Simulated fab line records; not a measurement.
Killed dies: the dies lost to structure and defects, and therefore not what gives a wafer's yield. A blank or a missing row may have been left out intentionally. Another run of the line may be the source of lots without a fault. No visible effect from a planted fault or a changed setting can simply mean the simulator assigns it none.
Matching of chambers / flow gf180mcu / GF_M5_ETCH_09 on rie_diel-01: 4 sister chambers
The step etches Si3N4 in CF4/O2, target depth 52 nm, time 11.6 s. 27 wafers are shown with their chamber, then 12 later ones without.

WAFERS, EACH WITH ITS CHAMBER
wafer=L074.4; chamber=3; drypump_motor_current_A (A)=5.9; oes_product_au (a.u.)=0.984; chamber_pressure_mTorr (mTorr)=150.16
wafer=L074.5; chamber=2; drypump_motor_current_A (A)=5.9; oes_product_au (a.u.)=0.991; chamber_pressure_mTorr (mTorr)=149.80
wafer=L074.6; chamber=1; drypump_motor_current_A (A)=6.4; oes_product_au (a.u.)=1.003; chamber_pressure_mTorr (mTorr)=149.99
wafer=L079.2; chamber=1; drypump_motor_current_A (A)=6.4; oes_product_au (a.u.)=1.005; chamber_pressure_mTorr (mTorr)=150.00
wafer=L079.5; chamber=2; drypump_motor_current_A (A)=6.0; oes_product_au (a.u.)=0.985; chamber_pressure_mTorr (mTorr)=150.09
wafer=L079.6; chamber=3; drypump_motor_current_A (A)=5.9; oes_product_au (a.u.)=0.979; chamber_pressure_mTorr (mTorr)=150.08
wafer=L080.1; chamber=1; drypump_motor_current_A (A)=6.4; oes_product_au (a.u.)=1.004; chamber_pressure_mTorr (mTorr)=150.03
wafer=L080.2; chamber=2; drypump_motor_current_A (A)=5.9; oes_product_au (a.u.)=0.993; chamber_pressure_mTorr (mTorr)=149.81
wafer=L080.4; chamber=0; drypump_motor_current_A (A)=5.7; oes_product_au (a.u.)=1.007; chamber_pressure_mTorr (mTorr)=149.96
wafer=L081.1; chamber=1; drypump_motor_current_A (A)=6.4; oes_product_au (a.u.)=1.008; chamber_pressure_mTorr (mTorr)=150.18
wafer=L081.4; chamber=2; drypump_motor_current_A (A)=5.9; oes_product_au (a.u.)=0.991; chamber_pressure_mTorr (mTorr)=150.08
wafer=L081.5; chamber=1; drypump_motor_current_A (A)=6.4; oes_product_au (a.u.)=1.003; chamber_pressure_mTorr (mTorr)=150.03
wafer=L084.2; chamber=3; drypump_motor_current_A (A)=5.9; oes_product_au (a.u.)=0.994; chamber_pressure_mTorr (mTorr)=150.34
wafer=L084.3; chamber=1; drypump_motor_current_A (A)=6.4; oes_product_au (a.u.)=1.012; chamber_pressure_mTorr (mTorr)=149.90
wafer=L084.4; chamber=0; drypump_motor_current_A (A)=5.7; oes_product_au (a.u.)=1.009; chamber_pressure_mTorr (mTorr)=149.81
wafer=L085.2; chamber=0; drypump_motor_current_A (A)=5.7; oes_product_au (a.u.)=1.005; chamber_pressure_mTorr (mTorr)=150.05
wafer=L085.4; chamber=1; drypump_motor_current_A (A)=6.4; oes_product_au (a.u.)=1.021; chamber_pressure_mTorr (mTorr)=149.96
wafer=L085.6; chamber=0; drypump_motor_current_A (A)=5.7; oes_product_au (a.u.)=1.013; chamber_pressure_mTorr (mTorr)=149.85
wafer=L086.1; chamber=1; drypump_motor_current_A (A)=6.4; oes_product_au (a.u.)=1.015; chamber_pressure_mTorr (mTorr)=149.94
wafer=L086.3; chamber=3; drypump_motor_current_A (A)=6.0; oes_product_au (a.u.)=0.986; chamber_pressure_mTorr (mTorr)=150.15
wafer=L086.4; chamber=2; drypump_motor_current_A (A)=5.9; oes_product_au (a.u.)=0.992; chamber_pressure_mTorr (mTorr)=149.98
wafer=L090.1; chamber=1; drypump_motor_current_A (A)=6.4; oes_product_au (a.u.)=1.009; chamber_pressure_mTorr (mTorr)=149.88
wafer=L090.2; chamber=0; drypump_motor_current_A (A)=5.7; oes_product_au (a.u.)=1.010; chamber_pressure_mTorr (mTorr)=149.81
wafer=L090.6; chamber=1; drypump_motor_current_A (A)=6.4; oes_product_au (a.u.)=1.021; chamber_pressure_mTorr (mTorr)=150.00
wafer=L091.3; chamber=1; drypump_motor_current_A (A)=6.4; oes_product_au (a.u.)=1.014; chamber_pressure_mTorr (mTorr)=149.96
wafer=L091.4; chamber=2; drypump_motor_current_A (A)=5.9; oes_product_au (a.u.)=0.977; chamber_pressure_mTorr (mTorr)=149.98
wafer=L091.6; chamber=3; drypump_motor_current_A (A)=5.9; oes_product_au (a.u.)=0.989; chamber_pressure_mTorr (mTorr)=149.92

SIGNATURES, as means of the wafers listed above
reading=drypump_motor_current_A; chamber 0=5.700; chamber 1=6.400; chamber 2=5.917; chamber 3=5.920; scatter within a chamber=0.0266
reading=oes_product_au; chamber 0=1.00880; chamber 1=1.01045; chamber 2=0.98817; chamber 3=0.98640; scatter within a chamber=0.0059
reading=chamber_pressure_mTorr; chamber 0=149.8960; chamber 1=149.9882; chamber 2=149.9567; chamber 3=150.1300; scatter within a chamber=0.11
Rule: a wafer lies at a distance from a chamber equal to the root of the sum of squares, over the readings, of (its reading less the chamber's mean, divided by the reading's scatter). The wafer belongs to the nearest chamber; if the next one is less than 2 further off, it can't be placed. The scatter is the square root of a quotient: the sum, over the shown wafers, of each reading's squared deviation from its chamber's mean, divided by wafers minus chambers.

WAFERS WITHOUT THEIR CHAMBER
wafer=L092.1; drypump_motor_current_A (A)=5.6; oes_product_au (a.u.)=1.016; chamber_pressure_mTorr (mTorr)=149.97
wafer=L092.3; drypump_motor_current_A (A)=5.9; oes_product_au (a.u.)=0.989; chamber_pressure_mTorr (mTorr)=150.17
wafer=L092.5; drypump_motor_current_A (A)=5.7; oes_product_au (a.u.)=1.019; chamber_pressure_mTorr (mTorr)=150.07
wafer=L094.2; drypump_motor_current_A (A)=6.4; oes_product_au (a.u.)=1.028; chamber_pressure_mTorr (mTorr)=149.97
wafer=L094.4; drypump_motor_current_A (A)=5.7; oes_product_au (a.u.)=1.011; chamber_pressure_mTorr (mTorr)=150.13
wafer=L094.6; drypump_motor_current_A (A)=5.9; oes_product_au (a.u.)=0.993; chamber_pressure_mTorr (mTorr)=150.06
wafer=L096.3; drypump_motor_current_A (A)=6.4; oes_product_au (a.u.)=1.011; chamber_pressure_mTorr (mTorr)=149.83
wafer=L096.4; drypump_motor_current_A (A)=6.4; oes_product_au (a.u.)=1.023; chamber_pressure_mTorr (mTorr)=149.90
wafer=L096.6; drypump_motor_current_A (A)=5.9; oes_product_au (a.u.)=0.987; chamber_pressure_mTorr (mTorr)=149.82
wafer=L097.2; drypump_motor_current_A (A)=5.9; oes_product_au (a.u.)=0.984; chamber_pressure_mTorr (mTorr)=150.24
wafer=L097.5; drypump_motor_current_A (A)=5.9; oes_product_au (a.u.)=0.998; chamber_pressure_mTorr (mTorr)=149.98
wafer=L097.6; drypump_motor_current_A (A)=6.4; oes_product_au (a.u.)=1.026; chamber_pressure_mTorr (mTorr)=149.97

WHICH CHAMBER EACH ONE RAN IN
wafer=L092.1; from the rows above=0; in truth=0
wafer=L092.3; from the rows above=can't be placed: 3 or 2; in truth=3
wafer=L092.5; from the rows above=0; in truth=0
wafer=L094.2; from the rows above=1; in truth=1
wafer=L094.4; from the rows above=0; in truth=0
wafer=L094.6; from the rows above=can't be placed: 2 or 3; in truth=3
wafer=L096.3; from the rows above=1; in truth=1
wafer=L096.4; from the rows above=1; in truth=1
wafer=L096.6; from the rows above=can't be placed: 2 or 3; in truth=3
wafer=L097.2; from the rows above=can't be placed: 3 or 2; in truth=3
wafer=L097.5; from the rows above=can't be placed: 2 or 3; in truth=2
wafer=L097.6; from the rows above=1; in truth=1
Placed correctly: 7 of 12. Unplaceable from these rows: 5, with the true chamber sitting among the candidates in 5. Number placed wrongly: 0.
